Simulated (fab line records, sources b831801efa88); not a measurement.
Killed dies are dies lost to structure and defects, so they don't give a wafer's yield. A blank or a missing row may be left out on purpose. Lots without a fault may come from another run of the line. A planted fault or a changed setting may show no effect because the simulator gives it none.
fab line records | flow sky130
record lots=7 wafers=18 last_day=50
route steps=708 shown RES_XHIGH@336 SD_N@342 PAD_OPEN@708
lots that met no fault: from a run of the same line without faults
start_h: hours from the record's first day to the start of the lot's first wafer shown | wait_h: hours since the lot's step before | " the same as in the row above | L1.1+2: a row that stands for several wafers | - no value, or no start given | * or withheld: withheld | < > ~ a bound
route shown NAME@n: a module of which the file shows steps, and the number in the route of the first | usual: mean/standard deviation of fault-free wafers | same: alike in all rows | chamber/n: place in a boat | sites: the reading at each site | _std_site: their standard deviation | _edge_site: outer sites' mean less inner sites' | radius_mm: how far each site lies from the wafer's centre | mask NAME#n: copy n | behind: the tool/chamber that last shaped the wafer | hold: why the lot was held/for how many hours/how that ended | device: the transistor (n, p or np) that didn't switch | end of line: the same wafers' tests at the end of the route | a step without rows: its recipe alone | killed: dies lost to structure and defects at the first sort, not the wafer's yield | map: a wafer's dies, x killed, . not, _ none there
set.NAME: the setting as run; set.NAME@STEP: as run at that earlier step | model.NAME: the simulator's own value behind a step, which no gauge read
lots at some steps of the route; a table a step, a row a wafer
services: from which hour (start_h, from the record's first day; less than 0 if before it) a tool's chamber was out of use, for how many hours, and why
## steps
# step SKY_RES_XHIGH_EXPOSE_04
# recipe mask_id=URPM na=0.6 source_shape=conventional sigma_outer=0.6 polarization=unpolarized target_cd_nm=1270 dose_mj=140
# step SKY_RES_XHIGH_PEB_05
# recipe temp_c=withheld time_s=* resist=NOVOLAK
# step SKY_RES_XHIGH_DEVELOP_06
# recipe resist=NOVOLAK developer=TMAH develop_time_s=60 dev_temp_c=23
# step SKY_RES_XHIGH_IMPLANT_07
# recipe species=BF2 energy_kev=20 dose_cm2=3.6e+14 tilt_deg=0
# step SKY_RES_XHIGH_STRIP_08
# recipe chemistry=O2/N2 power_w=1400 pressure_mtorr=1500 platen_temp_c=withheld o2_flow_sccm=3000 n2_flow_sccm=300 overash_fraction=0.5
# usual drypump_motor_current_A=5.51/0.19 oes_product_au=0.711/0.0045 strip_time_to_endpoint_s=14.28/0.047
# columns lot.wafer tool chamber start_h wait_h drypump_motor_current_A oes_product_au rf_hours_counter_h strip_time_to_endpoint_s
L745.1 plasma_asher-04 1 625.77 0.1 5.21 0.716 52 14.33
L745.5 " 0 " " 5.56 0.708 - 14.32
L745.6 " 1 " " 5.21 0.707 - 14.36
L746.3 plasma_asher-04 1 642.87 0.1 5.20 0.718 - 14.31
L746.4 " 0 " " 5.57 0.716 - 14.30
L746.5 " 1 " " 5.19 0.715 - 14.24
L758.1 plasma_asher-02 0 729.52 0.1 5.31 0.718 102 14.33
L758.3 " 1 " " 5.66 0.712 - 14.27
L759.1 plasma_asher-02 1 744.22 0.1 5.67 0.715 0 14.26
L759.3 " 0 " " 5.32 0.710 - 14.21
L761.3 plasma_asher-02 0 761.70 0.1 5.36 0.708 - 14.30
L761.4 " 1 " " 5.71 0.712 - 14.25
L763.3 plasma_asher-03 1 789.70 0.1 5.75 0.713 - 14.27
L763.4 " 0 " " 5.58 0.710 - 14.24
L763.5 " 0 " " 5.59 0.714 - 14.29
L765.1 plasma_asher-04 1 793.82 0.1 5.22 0.705 68 14.21
L765.3 " 0 " " 5.62 0.715 - 14.23
L765.4 " 1 " " 5.19 0.711 - 14.26
# step SKY_RES_XHIGH_TW_MEAS_09
# usual RES_XHIGH_TW=1628/25
# columns lot.wafer tool chamber start_h wait_h RES_XHIGH_TW
L745.1 film_metro-04 - 625.87 0.1 1590
L745.5 " - " " 1605
L745.6 " - " " 1586
L746.3 film_metro-01 - 642.95 0.1 1659
L746.4 " - " " 1652
L746.5 " - " " 1646
L758.1 film_metro-01 - 729.62 0.1 1663
L758.3 " - " " 1647
L759.1 film_metro-02 - 744.32 0.1 1626
L759.3 " - " " 1625
L761.3 film_metro-01 - 761.79 0.1 1653
L761.4 " - " " 1654
L763.3 film_metro-02 - 789.79 0.1 1617
L763.4 " - " " 1617
L763.5 " - " " 1619
L765.1 film_metro-04 - 793.92 0.1 1597
L765.3 " - " " 1593
L765.4 " - " " 1594
# step SKY_SD_N_DEHYDRATE_00
# recipe temp_c=200 time_s=60
# step SKY_SD_N_HMDS_01
# recipe prime_time_s=60 prime_temp_c=120
# step SKY_SD_N_COAT_02
# recipe resist=NOVOLAK spin_rpm=3000 resist_thk_nm=1140
# step SKY_SD_N_SOFTBAKE_03
# recipe temp_c=90 time_s=60 resist=NOVOLAK
# step SKY_SD_N_EXPOSE_04
# recipe mask_id=NSDM na=0.6 source_shape=conventional sigma_outer=0.6 polarization=unpolarized target_cd_nm=380 dose_mj=141
# step SKY_SD_N_PEB_05
# recipe temp_c=withheld time_s=* resist=NOVOLAK
# step SKY_SD_N_DEVELOP_06
# recipe resist=NOVOLAK developer=TMAH develop_time_s=60 dev_temp_c=23
# columns lot.wafer tool chamber start_h wait_h
L745.1+5+6 litho_track-04 0 654.11 0.1
L746.3+4+5 litho_track-03 0 670.43 0.1
L758.1+3 litho_track-04 0 756.31 0.1
L759.1+3 litho_track-04 0 771.11 0.1
L761.3+4 litho_track-04 0 787.56 0.1
L763.3+4+5 litho_track-02 0 816.77 0.1
L765.1+3+4 litho_track-03 0 820.53 0.1
# step SKY_SD_N_CD_MEAS_07
# recipe target_cd_nm=380
# usual cd_nm=380.5/2.2
# columns lot.wafer tool chamber start_h wait_h cd_nm
L745.1 cd_sem-02 - 654.26 0.1 383.0
L745.5 " - " " 383.2
L745.6 " - " " 381.9
L746.3 cd_sem-01 - 670.57 0.1 379.0
L746.4 " - " " 378.6
L746.5 " - " " 376.4
L758.1 cd_sem-01 - 756.46 0.1 230.5
L758.3 " - " " 229.2
L759.1 cd_sem-02 - 771.26 0.1 231.7
L759.3 " - " " 234.3
L761.3 cd_sem-02 - 787.70 0.1 228.3
L761.4 " - " " 378.4
L763.3 cd_sem-01 - 816.91 0.1 377.0
L763.4 " - " " 378.5
L763.5 " - " " 380.2
L765.1 cd_sem-02 - 820.68 0.1 382.3
L765.3 " - " " 380.4
L765.4 " - " " 382.1
# step SKY_SD_N_OVL_MEAS_08
# usual SD_N_OVL=-0.2/1.3
# columns lot.wafer tool chamber start_h wait_h SD_N_OVL[nm]
L745.1 overlay-02 - 654.38 0.1 -0.3
L745.5 " - " " -2.0
L745.6 " - " " -1.2
L746.3 overlay-02 - 670.66 0.1 -0.7
L746.4 " - " " 0.4
L746.5 " - " " -1.1
L758.1 overlay-02 - 756.58 0.1 -0.3
L758.3 " - " " -2.2
L759.1 overlay-02 - 771.38 0.1 1.2
L759.3 " - " " -0.1
L761.3 overlay-01 - 787.79 0.1 1.5
L761.4 " - " " -1.5
L763.3 overlay-01 - 817.00 0.1 2.1
L763.4 " - " " 1.7
L763.5 " - " " 2.4
L765.1 overlay-01 - 820.80 0.1 0.5
L765.3 " - " " 1.1
L765.4 " - " " -0.7
# step SKY_PAD_OPEN_PROBE_99
# usual killed_at_M0_to_M3=45/6.8 killed_at_M4_up=3.2/1.6 killed_at_contacts=24/5.1 killed_at_front_end=14/4.4 killed_at_other=0.4/0.65 killed_dies=87/8.8 killed_on_rim=17/3.6 killed_open=47/7.2 killed_short=39/6.1
# same gross_dies=492 killed_at_back_side=0
# columns lot.wafer tool chamber start_h wait_h killed_at_M0_to_M3 killed_at_M4_up killed_at_contacts killed_at_front_end killed_at_other killed_dies killed_on_rim killed_open killed_short
L745.1 prober-01 - 1079.94 0.1 54 1 20 14 1 90 23 50 40
L745.5 prober-01 - 1080.14 0.2 41 2 25 9 0 77 18 36 41
L745.6 prober-01 - 1080.19 0.2 49 2 25 10 1 87 13 48 39
L746.3 prober-02 - 1092.99 0.2 42 4 20 27 0 93 17 42 48
L746.4 prober-02 - 1093.04 0.2 42 3 35 19 1 100 21 53 47
L746.5 prober-02 - 1093.09 0.2 43 6 20 19 1 89 24 43 45
L758.1 prober-02 - 1153.58 0.1 42 2 21 20 0 85 16 43 42
L759.1 prober-01 - 1164.63 0.1 37 4 26 12 2 81 16 43 37
L763.3 prober-01 - 1193.57 0.2 41 3 20 13 0 77 14 39 38
L763.4 prober-01 - 1193.62 0.2 49 2 20 17 0 88 20 44 44
L763.5 prober-01 - 1193.67 0.2 55 3 30 15 0 103 20 51 52
L765.1 prober-01 - 1197.09 0.1 51 4 23 9 0 87 14 39 48
L765.3 prober-01 - 1197.19 0.2 53 4 19 10 0 86 17 46 40
L765.4 prober-01 - 1197.24 0.2 53 5 31 13 0 102 15 51 51
# killed by level:class
L745.1 VIA1:geometric_particle:open=16 CONTACT:geometric_particle:open=7 FIELD_ISO:geometric_particle:open=6 METAL1:geometric_particle:short=6 VIA2:geometric_particle:open=6 CONTACT:geometric_particle:short=5 VIA3:geometric_particle:open=5 VIA2:geometric_particle:short=4
L745.5 CONTACT:geometric_particle:open=8 VIA1:geometric_particle:short=6 VIA1:geometric_particle:open=6 VIA2:geometric_particle:short=6 CONTACT:geometric_particle:short=5 METAL1:geometric_particle:short=5 VIA2:geometric_particle:open=5 FIELD_ISO:geometric_particle:open=4
L745.6 CONTACT:geometric_particle:open=11 VIA1:geometric_particle:open=10 METAL1:geometric_particle:short=6 VIA3:geometric_particle:open=6 VIA1:geometric_particle:short=5 METAL2:geometric_particle:short=5 VIA2:geometric_particle:open=5 VIA2:geometric_particle:short=5
L746.3 VIA1:geometric_particle:open=9 POLY_GATE:geometric_particle:short=8 VIA3:geometric_particle:open=8 METAL1:geometric_particle:short=7 POLY_GATE:geometric_particle:open=6 CONTACT:geometric_particle:short=6 LI_CONTACT:geometric_particle:open=6 VIA2:geometric_particle:open=5
L746.4 CONTACT:geometric_particle:open=15 LI_CONTACT:geometric_particle:open=9 VIA3:geometric_particle:short=6 POLY_GATE:geometric_particle:open=5 METAL1:geometric_particle:short=5 VIA1:geometric_particle:short=5 VIA1:geometric_particle:open=5 FIELD_ISO:geometric_particle:open=4
L746.5 VIA1:geometric_particle:open=8 METAL1:geometric_particle:short=7 LI_CONTACT:geometric_particle:open=6 VIA3:geometric_particle:open=6 POLY_GATE:geometric_particle:short=5 POLY_GATE:geometric_particle:open=5 CONTACT:geometric_particle:open=5 VIA2:geometric_particle:open=5
L758.1 VIA1:geometric_particle:open=11 VIA1:geometric_particle:short=8 CONTACT:geometric_particle:open=7 LI_CONTACT:geometric_particle:open=6 FIELD_ISO:geometric_particle:open=5 FIELD_ISO:geometric_particle:short=4 POLY_GATE:geometric_particle:short=4 LOCAL_INTERCONNECT:geometric_particle:short=4
L759.1 LI_CONTACT:geometric_particle:open=9 CONTACT:geometric_particle:open=8 VIA3:geometric_particle:open=8 VIA1:geometric_particle:open=6 VIA2:geometric_particle:short=5 CONTACT:geometric_particle:short=4 METAL3:geometric_particle:short=4 FIELD_ISO:geometric_particle:short=3
L763.3 LI_CONTACT:geometric_particle:open=7 CONTACT:geometric_particle:open=7 VIA1:geometric_particle:open=7 VIA1:geometric_particle:short=6 VIA3:geometric_particle:short=6 FIELD_ISO:geometric_particle:open=5 VIA2:geometric_particle:open=5 METAL1:geometric_particle:short=5
L763.4 VIA1:geometric_particle:open=10 VIA2:geometric_particle:open=6 METAL1:geometric_particle:short=6 VIA3:geometric_particle:open=6 POLY_GATE:geometric_particle:open=5 LI_CONTACT:geometric_particle:open=5 CONTACT:geometric_particle:open=5 FIELD_ISO:geometric_particle:short=4
L763.5 VIA2:geometric_particle:open=12 LOCAL_INTERCONNECT:geometric_particle:short=8 METAL1:geometric_particle:short=8 VIA1:geometric_particle:open=8 FIELD_ISO:geometric_particle:short=7 CONTACT:geometric_particle:short=7 METAL3:geometric_particle:short=7 CONTACT:geometric_particle:open=7
L765.1 VIA1:geometric_particle:open=12 CONTACT:geometric_particle:open=11 METAL1:geometric_particle:short=10 VIA1:geometric_particle:short=7 METAL2:geometric_particle:short=5 FIELD_ISO:geometric_particle:short=4 LI_CONTACT:geometric_particle:open=4 LOCAL_INTERCONNECT:geometric_particle:short=4
L765.3 VIA1:geometric_particle:open=13 VIA1:geometric_particle:short=8 METAL2:geometric_particle:short=8 METAL1:geometric_particle:short=7 VIA3:geometric_particle:open=7 LI_CONTACT:geometric_particle:open=6 CONTACT:geometric_particle:open=6 POLY_GATE:geometric_particle:open=4
L765.4 CONTACT:geometric_particle:open=14 VIA1:geometric_particle:open=10 METAL2:geometric_particle:short=8 METAL1:geometric_particle:short=7 LI_CONTACT:geometric_particle:open=6 METAL4:geometric_particle:short=5 VIA3:geometric_particle:short=5 VIA3:geometric_particle:open=5
## services
# columns tool chamber start_h hours kind
plasma_asher-04 - 607.10 2.8 pm
litho_track-02 - 630.12 - consumable_replace:filter
plasma_asher-02 - 644.68 1.7 repair
litho_track-04 - 655.55 - consumable_replace:filter
plasma_asher-04 - 660.59 4.6 repair
plasma_asher-02 - 733.75 9.0 pm
plasma_asher-02 0 733.75 9.0 vent_cycle
plasma_asher-02 1 733.75 9.0 vent_cycle
plasma_asher-03 - 741.04 0.9 repair
plasma_asher-02 0 742.75 - clean
plasma_asher-02 1 742.75 - clean
plasma_asher-04 - 752.70 0.8 repair
plasma_asher-04 - 801.29 12.6 repair
## key
first_sign step=SKY_SD_N_CD_MEAS_07 reading=cd_nm direction=down sigmas=67 usual=380.5 struck=230.8
effect none on later readings
met_at SKY_SD_N_DEVELOP_06
struck_wafers L758.1,L758.3,L759.1,L759.3,L761.3
tester_left_out L758,L759,L761
onset_between 654.11 756.31
fault kind=process_parameter_drift tool=litho_track-04 chamber=- onset_h=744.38 steps=SKY_SD_N_DEVELOP_06 channel=develop_time_s offset=* shape=step end_h=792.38 scope=struck_wafers_only acts_in=* stated=*
# tester_left_out: of these lots the tester's yield and bins aren't shown, on N5 and GAA mostly nor the transistor test; their killed dies are dies lost to structure and defects alone, not to doping, threshold or leakage, so they don't give the yield
